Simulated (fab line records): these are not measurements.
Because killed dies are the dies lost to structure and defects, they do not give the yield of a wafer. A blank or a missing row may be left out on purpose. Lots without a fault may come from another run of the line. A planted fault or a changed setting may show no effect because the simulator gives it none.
One fault through the eyes of 2 desks	flow sky130	each desk has only its own numbers; what lay behind them comes last

## THE METROLOGY DESK
Means of the sampled wafers that have a number, per lot and without regard to the tool the lot ran on: this is what the gauges read. Marked OUT: a lot whose mean sits more than 4 standard deviations from the usual mean, which makes it out of limits; the brackets give that distance.
Columns: A = RES_XHIGH_RS at SKY_SD_N_RS_MEAS_18, usual 333.0 ohm/sq; B = LOCAL_INTERCONNECT_TIN_RS at SKY_LOCAL_INTERCONNECT_RS_MEAS_01, usual 14.22 ohm/sq
lot	first seen here	A	B
L107	day 27 22:25	331.7	14.32
L110	day 29 02:25	333.1	14.13
L111	day 29 09:07	334.2	14.24
L112	day 29 19:53	333.6	14.17
L114	day 30 09:50	332.0	-
L115	day 30 16:23	335.2	-
L118	day 31 17:32	332.4	14.34
L119	day 32 09:28	331.9	14.42
L122	day 33 11:37	332.6	13.99
L123	day 33 14:05	330.9	14.14
L124	day 33 17:57	334.4	14.07
L126	day 34 10:41	332.0	14.22
L128	day 34 21:56	335.1	14.32
L129	day 35 03:31	332.5	14.34
This desk's verdict: no lot among the 14 shows anything out of limits.

## TOOL OWNER'S DESK, litho_track-01
The tool's own readings at SKY_LI_CONTACT_PEB_10: means of the sampled wafers that have a number, for each lot that ran on this tool. Marked OUT: a lot whose mean sits more than 4 standard deviations from the usual mean, which makes it out of limits; the brackets give that distance.
Columns: A = exhaust_pa at SKY_LI_CONTACT_PEB_10, usual 45.1 Pa
lot	first seen here	A
L107	day 29 02:00	45.9
L111	day 30 13:00	45.6
L112	day 30 23:00	47.0
L119	day 33 12:00	43.2
L124	day 34 21:00	45.1
L126	day 35 14:00	45.5
L128	day 36 00:00	45.7
This desk's verdict: no lot among the 7 shows anything out of limits.

## TAKEN TOGETHER
At the metrology desk, nothing out of limits was observed.
The desk of the tool owner found nothing out of limits.

## WHAT HAD BEEN PUT IN BY THE SIMULATOR
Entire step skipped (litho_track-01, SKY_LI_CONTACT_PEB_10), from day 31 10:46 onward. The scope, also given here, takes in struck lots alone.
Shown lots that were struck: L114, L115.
